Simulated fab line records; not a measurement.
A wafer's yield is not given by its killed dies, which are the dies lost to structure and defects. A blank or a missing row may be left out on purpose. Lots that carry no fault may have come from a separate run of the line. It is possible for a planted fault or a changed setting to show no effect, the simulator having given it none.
One fault through the eyes of 2 desks ; flow gf180mcu ; only its own numbers are on each desk; what lay behind them is given at the end

METROLOGY DESK
What the gauges read for every lot (on any tool): the sampled wafers with a number, averaged. Marked OUT: a lot whose mean sits more than 4 standard deviations from the usual mean, which makes it out of limits; the brackets give that distance.
Columns: A = DUAL_GATE_OXIDATION_00_THK at GF_DUAL_GATE_THK_MEAS_03, usual 10.94 nm; B = DUAL_GATE_OVL at GF_DUAL_GATE_OVL_MEAS_11, usual 0.6 nm
lot;first seen here;A;B
L877;day 9 01:27;11.20;0.5
L879;day 9 12:23;11.01;-0.3
L880;day 9 23:32;10.54;3.9
L881;day 10 04:29;10.43;1.9
L892;day 13 07:55;11.05;-1.5
L894;day 13 19:29;11.35;1.9
L895;day 14 03:19;10.92;0.2
Finding of this desk: none of the 7 lots has anything out of limits.

DESK OF THE TOOL OWNER: furnace-01
The tool's own readings at GF_DUAL_GATE_OXIDATION_15 (stabilise 600 s, purge 300 s, target thk 7.098 nm): means of the sampled wafers that have a number, for each lot that ran on this tool. Marked OUT: a lot whose mean sits more than 4 standard deviations from the usual mean, which makes it out of limits; the brackets give that distance.
Columns: A = spike_tc_centre_C at GF_DUAL_GATE_OXIDATION_15, usual 849.9 C; B = spike_tc_lower_C at GF_DUAL_GATE_OXIDATION_15, usual 850.0 C; C = spike_tc_upper_C at GF_DUAL_GATE_OXIDATION_15, usual 849.8 C; D = zone_power_bottom_pct at GF_DUAL_GATE_OXIDATION_15, usual 24.3 %; E = zone_power_centre_pct at GF_DUAL_GATE_OXIDATION_15, usual 17.8 %; F = zone_power_lower_pct at GF_DUAL_GATE_OXIDATION_15, usual 16.5 %; G = zone_power_upper_pct at GF_DUAL_GATE_OXIDATION_15, usual 14.90 %
lot;first seen here;A;B;C;D;E;F;G
L879;day 10 05:58;819.0 (-31) OUT;854.6 (+4.2) OUT;854.6 (+5.1) OUT;23.5;6.8 (-23) OUT;23.0 (+7.5) OUT;19.56 (+29) OUT
L880;day 10 17:31;820.2 (-30) OUT;854.7 (+4.3) OUT;853.9 (+4.3) OUT;23.7;6.9 (-23) OUT;23.1 (+7.6) OUT;19.62 (+30) OUT
L881;day 10 22:25;819.6 (-30) OUT;854.2;853.8 (+4.2) OUT;23.6;7.0 (-23) OUT;22.8 (+7.2) OUT;19.75 (+30) OUT
L895;day 15 04:50;850.5;850.7;850.5;24.1;17.3;17.6;14.91
This desk's finding: out of limits on L879, L880, L881; first on L879, day 10 05:58 (spike_tc_centre_C at GF_DUAL_GATE_OXIDATION_15). L895 stayed within limits.

BROUGHT TOGETHER
An alarm could have come from the tool owner's desk at day 10 05:58, on L879, L880, L881.
Metrology desk: nothing out of limits seen.
The metrology desk holds a record of L879, L880, L881, inside its limits.
All the named lots went through GF_DUAL_GATE_OXIDATION_15 on furnace-01.

WHAT THE SIMULATOR HAD PUT IN
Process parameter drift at GF_DUAL_GATE_OXIDATION_15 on furnace-01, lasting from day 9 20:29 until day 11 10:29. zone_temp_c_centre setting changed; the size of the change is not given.
Shown lots that were struck: L879, L880, L881.
Delay in hours, fault start to first out-of-limits reading, by desk: the tool owner's desk at 9.
